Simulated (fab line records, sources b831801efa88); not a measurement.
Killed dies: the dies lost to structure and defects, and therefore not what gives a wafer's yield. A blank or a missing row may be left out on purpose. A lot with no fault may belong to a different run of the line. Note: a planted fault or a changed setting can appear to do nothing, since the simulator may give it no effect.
fab line records    flow sky130
record: lots: 12  wafers: 36  last-day: 50
route steps=708 shown LI_CONTACT@373 CONTACT@411 METAL1@452
lots that met no fault: taken from a fault-free run of the same line
start-h: hours from the record's opening day to when the first of the lot's shown wafers began    wait-h: hours since the lot's step before    " repeats the value in the row above    L1.1+2: a row that stands for several wafers    - no value, or no start given    * or withheld: withheld    < > ~ a bound
route shown NAME@n: names a module that has steps shown in the file, with the first one's number in the route    usual: mean/standard deviation taken from wafers without a fault    same: alike in all rows    chamber/n: place in a boat    sites: readings site by site    _std_site: the standard deviation of these    _edge_site: the outer-site mean with the inner-site mean subtracted    radius-mm: for every site, how far away it sits from the centre of the wafer    mask NAME#n: copy n    behind: the tool/chamber that last shaped the wafer    hold: the reason the lot was held/the length of the hold in hours/how it ended    device: transistor that didn't switch, given as n, p or np    end of line: tests of these same wafers at the route's end    a step without rows: its recipe alone    killed: the dies lost at the first sort to structure and to defects; this is not the yield of the wafer    map: a wafer's dies, x killed, . not, _ none there
set.NAME: setting as actually run; set.NAME@STEP: the setting as run at that earlier step    model.NAME: the simulator's own value behind a step, which no gauge read
one table for each step of the route and one row for each wafer, over a sample of lots
services: a tool's chamber out of use, with start hour (start-h, from the record's first day; less than 0 if before it), hours out, and reason
== steps ==
step: SKY_LI_CONTACT_DEVELOP_11
recipe: develop-time-s: 60  resist: KrF-thick  dev-temp-c: 21
lot.wafer   tool            chamber  start-h  wait-h
L110.2+4+6  litho-track-01  0        672      -
L111.1+2+3  litho-track-03  0        684      -
L112.1+2+4  litho-track-02  0        692      -
L113.1+4+6  litho-track-01  0        719      -
L114.1+2+6  litho-track-01  0        726      -
L115.1+3+5  litho-track-02  0        728      -
L117.1+2+5  litho-track-02  0        737      -
L118.2+3+5  litho-track-03  0        748      -
L119.2+4+6  litho-track-01  0        756      -
L129.1+2+4  litho-track-01  0        824      -
L130.1+4+5  litho-track-03  0        848      -
L131.2+5+6  litho-track-02  0        852      -
step: SKY_LI_CONTACT_CD_MEAS_12
recipe: target-cd-nm: 170
usual: cd-nm: 169.8/1.6
lot.wafer  tool       chamber  start-h  wait-h  cd-nm
L110.2     cd-sem-02  -        672.87   -       171.9
L110.4     "          -        "        "       169.0
L110.6     "          -        "        "       169.9
L111.1     cd-sem-01  -        684.16   -       172.7
L111.2     "          -        "        "       173.4
L111.3     "          -        "        "       171.0
L112.1     cd-sem-01  -        692.17   -       167.2
L112.2     "          -        "        "       168.0
L112.4     "          -        "        "       168.1
L113.1     cd-sem-01  -        719.80   -       173.4
L113.4     "          -        "        "       171.6
L113.6     "          -        "        "       172.2
L114.1     cd-sem-02  -        726.90   -       171.4
L114.2     "          -        "        "       171.2
L114.6     "          -        "        "       170.8
L115.1     cd-sem-01  -        728.42   -       168.1
L115.3     "          -        "        "       168.8
L115.5     "          -        "        "       168.4
L117.1     cd-sem-01  -        738.12   -       167.9
L117.2     "          -        "        "       167.9
L117.5     "          -        "        "       167.9
L118.2     cd-sem-01  -        748.58   -       168.0
L118.3     "          -        "        "       169.6
L118.5     "          -        "        "       169.2
L119.2     cd-sem-01  -        756.17   -       168.9
L119.4     "          -        "        "       170.4
L119.6     "          -        "        "       169.7
L129.1     cd-sem-01  -        825.00   -       164.8
L129.2     "          -        "        "       164.9
L129.4     "          -        "        "       164.3
L130.1     cd-sem-01  -        848.61   -       170.3
L130.4     "          -        "        "       171.0
L130.5     "          -        "        "       170.9
L131.2     cd-sem-02  -        853.06   -       170.9
L131.5     "          -        "        "       171.0
L131.6     "          -        "        "       171.8
step: SKY_CONTACT_BOW_MEAS_05
recipe: mode: bow
usual: CONTACT_BOW: 84/6.9
lot.wafer  tool           chamber  start-h  wait-h  CONTACT_BOW[um]
L110.2     film-metro-03  -        703.22   0.1     73
L110.4     "              -        "        "       85
L110.6     "              -        "        "       85
L111.1     film-metro-01  -        714.64   0.1     93
L111.2     "              -        "        "       86
L111.3     "              -        "        "       88
L112.1     film-metro-04  -        721.97   0.1     72
L112.2     "              -        "        "       76
L112.4     "              -        "        "       86
L113.1     film-metro-03  -        748.94   0.2     81
L113.4     "              -        "        "       84
L113.6     "              -        "        "       89
L114.1     film-metro-04  -        757.18   0.2     92
L114.2     "              -        "        "       94
L114.6     "              -        "        "       96
L115.1     film-metro-04  -        758.69   0.1     88
L115.3     "              -        "        "       83
L115.5     "              -        "        "       91
L117.1     film-metro-03  -        768.45   0.2     83
L117.2     "              -        "        "       69
L117.5     "              -        "        "       83
L118.2     film-metro-01  -        778.75   0.1     83
L118.3     "              -        "        "       85
L118.5     "              -        "        "       84
L119.2     film-metro-03  -        786.56   0.2     77
L119.4     "              -        "        "       85
L119.6     "              -        "        "       86
L129.1     film-metro-04  -        852.58   0.2     85
L129.2     "              -        "        "       87
L129.4     "              -        "        "       84
L130.1     film-metro-01  -        877.57   0.2     86
L130.4     "              -        "        "       86
L130.5     "              -        "        "       86
L131.2     film-metro-01  -        882.05   0.2     85
L131.5     "              -        "        "       84
L131.6     "              -        "        "       64
step: SKY_CONTACT_STRIP_19
recipe: chemistry: O2/N2  power-w: 1400  pressure-mtorr: 1500  platen-temp-c: withheld  o2-flow-sccm: 3000  n2-flow-sccm: 300  overash-fraction: 0.5
usual: drypump-motor-current-A: 5.7/0.47  oes-product-au: 0.381/0.0049  strip-time-to-endpoint-s: 3.622/0.03
lot.wafer  tool             chamber  start-h  wait-h  drypump-motor-current-A  oes-product-au  rf-hours-counter-h  strip-time-to-endpoint-s
L110.2     plasma-asher-03  0        729.68   -       5.4                      0.379           101                 3.658
L110.4     "                1        "        "       5.3                      0.379           -                   3.610
L110.6     "                0        "        "       5.4                      0.386           -                   3.647
L111.1     plasma-asher-02  0        741.79   -       6.4                      0.370           57                  3.654
L111.2     "                1        "        "       6.0                      0.372           57                  3.654
L111.3     "                1        "        "       5.9                      0.383           -                   3.605
L112.1     plasma-asher-03  1        748.69   -       5.4                      0.373           1                   3.625
L112.2     "                0        "        "       5.4                      0.375           1                   3.626
L112.4     "                1        "        "       5.4                      0.383           -                   3.654
L113.1     plasma-asher-01  0        776.44   -       5.7                      0.380           101                 3.646
L113.4     "                1        "        "       5.0                      0.382           -                   3.672
L113.6     "                0        "        "       5.7                      0.384           -                   3.632
L114.1     plasma-asher-02  0        785.08   -       6.4                      0.384           61                  3.608
L114.2     "                1        "        "       6.0                      0.393           61                  3.617
L114.6     "                1        "        "       6.0                      0.378           -                   3.596
L115.1     plasma-asher-02  1        786.38   -       6.0                      0.382           61                  3.651
L115.3     "                0        "        "       6.4                      0.392           -                   3.693
L115.5     "                0        "        "       6.4                      0.385           -                   3.666
L117.1     plasma-asher-01  1        795.25   -       5.0                      0.380           102                 3.595
L117.2     "                0        "        "       5.6                      0.390           102                 3.577
L117.5     "                1        "        "       5.0                      0.383           -                   3.629
L118.2     plasma-asher-02  0        805.53   -       6.4                      0.375           63                  3.575
L118.3     "                0        "        "       6.4                      0.379           -                   3.623
L118.5     "                1        "        "       6.0                      0.385           -                   3.595
L119.2     plasma-asher-01  1        812.85   -       5.0                      0.379           104                 3.599
L119.4     "                1        "        "       5.0                      0.391           -                   3.634
L119.6     "                0        "        "       5.7                      0.387           -                   3.626
L129.1     plasma-asher-02  1        879.29   -       6.0                      0.379           71                  3.647
L129.2     "                0        "        "       6.5                      0.372           71                  3.610
L129.4     "                0        "        "       6.4                      0.386           -                   3.621
L130.1     plasma-asher-03  0        902.59   -       5.4                      0.387           15                  3.641
L130.4     "                1        "        "       5.4                      0.385           -                   3.639
L130.5     "                0        "        "       5.4                      0.378           -                   3.648
L131.2     plasma-asher-03  0        907.75   -       5.4                      0.378           16                  3.621
L131.5     "                1        "        "       5.3                      0.373           -                   3.600
L131.6     "                0        "        "       5.4                      0.386           -                   3.657
step: SKY_METAL1_ETCH_18
recipe: chemistry: N2/H2  target: BARC  ion-energy-ev: 200  bias-w: 100  pressure-mtorr: 30  n2-flow-sccm: 100  h2-flow-sccm: 200  icp-w: 500  stop-on: SiO2  time-s: 45.9  target-depth-a: 600
usual: drypump-motor-current-A: 5.6/0.42  oes-product-au: 0.855/0.005  throttle-valve-pct: 13.224/0.0095
lot.wafer  tool          chamber  start-h  wait-h  drypump-motor-current-A  oes-product-au  rf-hours-counter-h  throttle-valve-pct
L110.2     rie-metal-04  1        757.90   0.0     6.0                      0.859           6                   13.225
L110.4     "             1        "        "       6.1                      0.843           -                   13.215
L110.6     "             0        "        "       5.1                      0.860           -                   13.228
L111.1     rie-metal-02  0        770.91   0.0     5.6                      0.852           9                   13.231
L111.2     "             1        "        "       5.2                      0.859           8                   13.214
L111.3     "             0        "        "       5.6                      0.848           -                   13.214
L112.1     rie-metal-03  0        777.91   0.1     5.6                      0.849           4                   13.227
L112.2     "             0        "        "       5.5                      0.864           -                   13.236
L112.4     "             0        "        "       5.6                      0.850           -                   13.235
L113.1     rie-metal-03  1        805.06   0.0     6.2                      0.853           1                   13.233
L113.4     "             1        "        "       6.2                      0.853           -                   13.229
L113.6     "             0        "        "       5.5                      0.850           -                   13.219
L114.1     rie-metal-02  0        812.93   0.0     5.6                      0.854           10                  13.212
L114.2     "             1        "        "       5.2                      0.851           9                   13.222
L114.6     "             0        "        "       5.6                      0.854           -                   13.220
L115.1     rie-metal-04  0        818.20   0.0     5.1                      0.850           14                  13.221
L115.3     "             1        "        "       6.1                      0.854           -                   13.226
L115.5     "             0        "        "       5.0                      0.858           -                   13.209
L117.1     rie-metal-03  0        823.21   0.0     5.5                      0.859           5                   13.236
L117.2     "             1        "        "       6.2                      0.846           1                   13.229
L117.5     "             0        "        "       5.5                      0.855           -                   13.210
L118.2     rie-metal-04  1        833.38   0.0     6.1                      0.857           8                   13.241
L118.3     "             0        "        "       5.0                      0.862           -                   13.243
L118.5     "             1        "        "       6.1                      0.857           -                   13.227
L119.2     rie-metal-04  1        840.31   0.0     6.1                      0.851           9                   13.224
L119.4     "             1        "        "       6.1                      0.862           -                   13.214
L119.6     "             0        "        "       5.0                      0.857           -                   13.238
L129.1     rie-metal-03  0        906.20   0.0     5.6                      0.850           9                   13.214
L129.2     "             1        "        "       6.2                      0.859           5                   13.219
L129.4     "             1        "        "       6.2                      0.850           -                   13.222
L130.1     rie-metal-04  0        929.03   0.0     5.0                      0.857           2                   13.214
L130.4     "             0        "        "       5.0                      0.852           -                   13.229
L130.5     "             0        "        "       5.0                      0.859           -                   13.230
L131.2     rie-metal-02  0        934.00   0.0     5.6                      0.851           16                  13.222
L131.5     "             1        "        "       5.2                      0.856           -                   13.234
L131.6     "             0        "        "       5.6                      0.864           -                   13.236
== services ==
tool             chamber  start-h  hours  kind
rie-metal-03     0        650.02   -      clean
rie-metal-03     0        650.02   29.7   scheduled-down
rie-metal-03     0        650.02   29.7   vent-cycle
litho-track-01   -        651.35   -      consumable-replace:filter
plasma-asher-02  -        673.16   2.3    repair
plasma-asher-02  -        687.32   2.1    repair
rie-metal-04     0        706.46   8.0    repair
plasma-asher-03  -        733.75   9.0    pm
plasma-asher-03  0        733.75   9.0    vent-cycle
plasma-asher-03  1        733.75   9.0    vent-cycle
litho-track-02   -        736.95   -      consumable-replace:filter
rie-metal-03     1        754.62   11.7   repair
rie-metal-03     -        805.36   4.3    pm
plasma-asher-01  -        819.21   1.2    repair
plasma-asher-01  -        822.79   4.0    pm
rie-metal-04     0        840.54   -      clean
rie-metal-04     0        840.54   30.2   scheduled-down
rie-metal-04     0        840.54   30.2   vent-cycle
plasma-asher-03  -        855.42   2.8    pm
rie-metal-04     1        866.64   1.6    repair
rie-metal-04     0        887.31   3.6    repair
plasma-asher-03  -        892.76   7.6    repair
plasma-asher-02  -        902.07   15.6   pm
rie-metal-02     -        920.07   4.3    pm
== key ==
first-sign: step: SKY_LI_CONTACT_CD_MEAS_12  reading: cd-nm  direction: down  sigmas: 3.2  usual: 169.8  struck: 164.7
effect none on later readings
met-at SKY_LI_CONTACT_DEVELOP_11
struck-lots L129
tester-left-out L129
not-acting-at SKY_CONTACT_BOW_MEAS_05,SKY_CONTACT_STRIP_19,SKY_METAL1_ETCH_18
onset-between 756 824
fault: kind: process-parameter-drift  tool: litho-track-01  chamber: -  onset-h: 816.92  steps: SKY_LI_CONTACT_DEVELOP_11  channel: develop-time-s  offset: *  shape: step  end-h: 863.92  acts-in: *  stated: *
tester-left-out: of these lots the tester's yield and bins aren't shown, on N5 and GAA mostly nor the transistor test; their killed dies are dies lost to structure and defects alone, not to doping, threshold or leakage, so they don't give the yield
